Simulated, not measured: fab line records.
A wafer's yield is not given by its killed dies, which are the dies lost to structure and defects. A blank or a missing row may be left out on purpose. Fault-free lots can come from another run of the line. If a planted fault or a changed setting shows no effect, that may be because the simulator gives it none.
Struck lot and sound lot, side by side -- flow sky130 -- 38 out of 708 route steps
Sound: these wafers, L789.2, L789.4, L789.6. Wafers L778.1, L778.3, L778.5 were the ones struck. The cause comes at the end.
Per side, at each step with rows, come the tool, then ch with its chambers, and then its first start. Under that, the readings that differ: sound wafers -- struck wafers -- difference of the means -- sigmas: that difference in standard deviations of wafers without a fault.
alike: same words and numbers on both sides, and readings whose means sit less than 2 such deviations apart. not compared: any withheld reading, any reading some wafer has no value for, any bound like >300 that may hide the same value, and any number with overlapping values for which the record gives no deviation.
A row with sigmas, a row that says differs or no value, or rows on one side alone: a step with any of these is where the two part. Numbers that have no deviation but don't overlap get no sigmas and don't part them. Lack of a reading on every wafer of one side parts them only where that side has two or more wafers.

first, 10 steps without rows for these wafers: SKY_DNWELL_DEVELOP_06 (develop time 60 s); SKY_DNWELL_IMPLANT_07; SKY_DNWELL_STRIP_08 (strips in O2/N2); SKY_PWDE_DEHYDRATE_00 (time 60 s); SKY_PWDE_HMDS_01 (prime time 60 s); SKY_PWDE_COAT_02 (resist thk 3000 nm); SKY_PWDE_SOFTBAKE_03; SKY_PWDE_EXPOSE_04 (exposes mask PWDEM, target cd 840 nm); SKY_PWDE_PEB_05; SKY_PWDE_DEVELOP_06 (develop time 60 s).
SKY_PWDE_IMPLANT_08:
  sound on implanter-04 ch 0, day 8 23:32; struck on implanter-04 ch 0, day 6 04:16
reading,sound,struck,difference,sigmas
doseIonsCm2,3.607e+12 3.596e+12 3.596e+12,3.886e+12 3.892e+12 3.893e+12,+2.907e+11,+76
faradayCurrentUA,20.0 19.4 20.3,22.4 21.7 22.5,+2.3,+7
then, 1 step without rows for these wafers: SKY_PWDE_STRIP_09 (strips in O2/N2).
SKY_PWDE_TW_MEAS_10:
  sound: filmMetro-01 at day 8 23:46; struck: filmMetro-01 at day 6 04:44
reading,sound,struck,difference,sigmas
PWDE_TW,371.4 370.8 370.6,377.7 376.3 377.2,+6.1,+2
  not compared: hold
then, 22 steps without rows for these wafers: SKY_NWELL_DEHYDRATE_03 (time 60 s); SKY_NWELL_HMDS_04 (prime time 60 s); SKY_NWELL_COAT_05 (resist thk 3000 nm); SKY_NWELL_SOFTBAKE_06; SKY_NWELL_EXPOSE_07 (exposes mask NWM, target cd 840 nm); SKY_NWELL_PEB_08; SKY_NWELL_DEVELOP_09 (develop time 60 s); SKY_NWELL_IMPLANT_11; SKY_NWELL_IMPLANT_12; SKY_NWELL_IMPLANT_13; SKY_NWELL_STRIP_14 (strips in O2/N2); SKY_NWELL_DEHYDRATE_16 (time 60 s); SKY_NWELL_HMDS_17 (prime time 60 s); SKY_NWELL_COAT_18 (resist thk 3000 nm); SKY_NWELL_SOFTBAKE_19; SKY_NWELL_EXPOSE_20 (exposes mask NWM COMPLEMENT, target cd 840 nm); SKY_NWELL_PEB_21; SKY_NWELL_DEVELOP_22 (develop time 60 s); SKY_NWELL_IMPLANT_24; SKY_NWELL_STRIP_25 (strips in O2/N2); SKY_NWELL_CLEAN_27 (cleans in SC1/SC2, time 150 s); SKY_NWELL_RTA_28 (time 30 s).
SKY_NWELL_RS_MEAS_31: the measuring method here is four-point-probe.
  sound: filmMetro-01 at day 10 23:47; struck: filmMetro-01 at day 7 19:16
reading,sound,struck,difference,sigmas
PWDE_RS (ohm/sq),5293 5294 5279,4949 4944 4961,-337,-18
  not compared: hold
SKY_VT_ADJUST_HVTP_DEHYDRATE_00: time 60 s.
  sound on lithoTrack-04 ch 0, day 11 10:30; struck on lithoTrack-03 ch 0, day 8 04:35
reading,sound,struck,difference,sigmas
hold,- - -,awaitDispo/2.7h/release awaitDispo/2.7h/release awaitDispo/2.7h/release,no value on the sound wafers,
-- here the record skips 40 days between the struck wafers' starts before and after, leaving off in module VT_ADJUST_HVTP and picking up in module PAD_OPEN (first step shown: number 708 of the route) --
SKY_PAD_OPEN_PROBE_99:
  sound: prober-01 at day 50 19:20; struck: prober-01 at day 48 05:52
reading,sound,struck,difference,sigmas
killed_at_M0_to_M3,42 42 36,53 47 68,+16,+2
model.etest.resPwdeUnderGate.rsOhmSq,6301 6261 6285,5740 5737 5723,-549,
  alike: killed_at_M4_up, killedAtContacts, killedAtFrontEnd, killedAtOther, killedDies, killedOpen, killedShort

WHERE THEY PART
First at SKY_PWDE_IMPLANT_08; last, within this record, at SKY_PAD_OPEN_PROBE_99.

WHY: what had been put in by the simulator
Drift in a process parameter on implanter-04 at SKY_PWDE_IMPLANT_08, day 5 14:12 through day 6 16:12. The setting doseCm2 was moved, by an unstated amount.
